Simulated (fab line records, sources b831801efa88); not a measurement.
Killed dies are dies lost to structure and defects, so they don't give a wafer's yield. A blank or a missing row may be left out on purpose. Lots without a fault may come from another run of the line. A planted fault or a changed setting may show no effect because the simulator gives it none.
Which tool did it? | flow sky130 | 11 lots, 33 wafers sampled, at 3 steps of a route of 708

WHAT THE GAUGES READ, wafer by wafer
SKY_METAL2_OVL_MEAS_16. Usual: METAL2_OVL -1 nm, standard deviation 6.4.
lot  | measured     | on         | METAL2_OVL (nm) | flag
L826 | day 37 06:32 | overlay-01 | -12 -8 -7       |
L829 | day 37 15:30 | overlay-01 | -1 -7 -1        |
L831 | day 38 02:38 | overlay-01 | 3 6 9           |
L832 | day 38 12:02 | overlay-02 | -4 3 -7         |
L833 | day 39 01:44 | overlay-01 | -5 -6 -13       |
L835 | day 39 13:02 | overlay-01 | -2 -2 -4        |
L836 | day 39 18:28 | overlay-02 | -3 -1 -4        |
L837 | day 40 03:49 | overlay-02 | -14 0 -6        |
L841 | day 41 09:32 | overlay-01 | 3 1 4           |
L843 | day 41 22:16 | overlay-01 | -2 -5 -6        |
L844 | day 41 23:57 | overlay-02 | 11 8 7          |

SKY_VIA2_BOW_MEAS_03. Usual: VIA2_BOW 85 um, standard deviation 7.3.
lot  | measured     | on            | VIA2_BOW (um) | flag
L826 | day 37 07:50 | film_metro-04 | 86 89 82      |
L829 | day 37 16:59 | film_metro-03 | 77 88 68      |
L831 | day 38 03:59 | film_metro-01 | 84 88 97      |
L832 | day 38 13:20 | film_metro-01 | 96 76 77      |
L833 | day 39 03:04 | film_metro-01 | 95 92 87      |
L835 | day 39 14:26 | film_metro-01 | 85 97 93      |
L836 | day 39 19:50 | film_metro-04 | 85 91 84      |
L837 | day 40 05:08 | film_metro-04 | 75 81 87      |
L841 | day 41 10:53 | film_metro-04 | 91 82 83      |
L843 | day 41 23:37 | film_metro-03 | 82 78 95      |
L844 | day 42 01:22 | film_metro-04 | 81 89 85      |

WHICH TOOL RAN EACH LOT (tool, then ch and the chambers of the sampled wafers, then the start)
lot  | SKY_METAL2_METAL_ETCH_19
L826 | rie_metal-03 ch 1, day 37 06:40
L829 | rie_metal-01 ch 1, day 37 15:43
L831 | rie_metal-01 ch 0,1, day 38 02:46
L832 | rie_metal-01 ch 0,1, day 38 12:10
L833 | rie_metal-03 ch 0, day 39 01:52
L835 | rie_metal-04 ch 0,1, day 39 13:10
L836 | rie_metal-01 ch 0,1, day 39 18:35
L837 | rie_metal-03 ch 0,1, day 40 03:56
L841 | rie_metal-04 ch 0,1, day 41 09:40
L843 | rie_metal-04 ch 0,1, day 41 22:25
L844 | rie_metal-01 ch 0,1, day 42 00:06
- SKY_METAL2_METAL_ETCH_19: etches the open film in Cl2/BCl3, stops on SiO2, target depth 360 nm, time 78 s.

WHAT THE TOOLS THEMSELVES READ (means of the sampled wafers that have a number; where no wafer has one, the mark that the record gives instead)
SKY_METAL2_METAL_ETCH_19. Usual: chamber_pressure_mTorr 10.000 mTorr, standard deviation 0.0091; drypump_motor_current_A 5.7 A, standard deviation 0.36; oes_product_au 0.856 a.u., standard deviation 0.0054; throttle_valve_pct 22.265 %, standard deviation 0.0093.
lot  | tool         | chamber_pressure_mTorr (mTorr) | drypump_motor_current_A (A) | oes_product_au (a.u.) | throttle_valve_pct (%) | flag
L826 | rie_metal-03 | 10.004                         | 5.4                         | 0.858                 | 22.269                 |
L829 | rie_metal-01 | 10.003                         | 5.7                         | 0.858                 | 22.268                 |
L831 | rie_metal-01 | 10.013                         | 5.7                         | 0.857                 | 22.259                 |
L832 | rie_metal-01 | 10.004                         | 5.7                         | 0.855                 | 22.261                 |
L833 | rie_metal-03 | 9.993                          | 6.2                         | 0.857                 | 22.274                 |
L835 | rie_metal-04 | 9.989                          | 5.9                         | 0.853                 | 22.264                 |
L836 | rie_metal-01 | 10.011                         | 5.7                         | 0.852                 | 22.258                 |
L837 | rie_metal-03 | 10.005                         | 5.7                         | 0.852                 | 22.264                 |
L841 | rie_metal-04 | 10.010                         | 5.6                         | 0.858                 | 22.260                 |
L843 | rie_metal-04 | 10.009                         | 5.9                         | 0.853                 | 22.271                 |
L844 | rie_metal-01 | 9.999                          | 5.7                         | 0.856                 | 22.271                 |

THE ANSWER, worked out from the rows above alone
Rule: a lot is off if the mean of its wafers that have a number lies more than 3 standard deviations from the usual mean. A lot without any number at a reading at which 4 lots or more have one is off too. The other lots that the step has rows for count as sound. The gauges are gone through in route order, then the tools' own readings, and for those a lot's mean is taken as printed above. The first step at which some lot is off is used, and at that step the reading that is off furthest; a lot without a number counts as furthest.
No lot is off at any reading shown: from this, nothing can be told.

WHAT THE SIMULATOR HAD PUT IN
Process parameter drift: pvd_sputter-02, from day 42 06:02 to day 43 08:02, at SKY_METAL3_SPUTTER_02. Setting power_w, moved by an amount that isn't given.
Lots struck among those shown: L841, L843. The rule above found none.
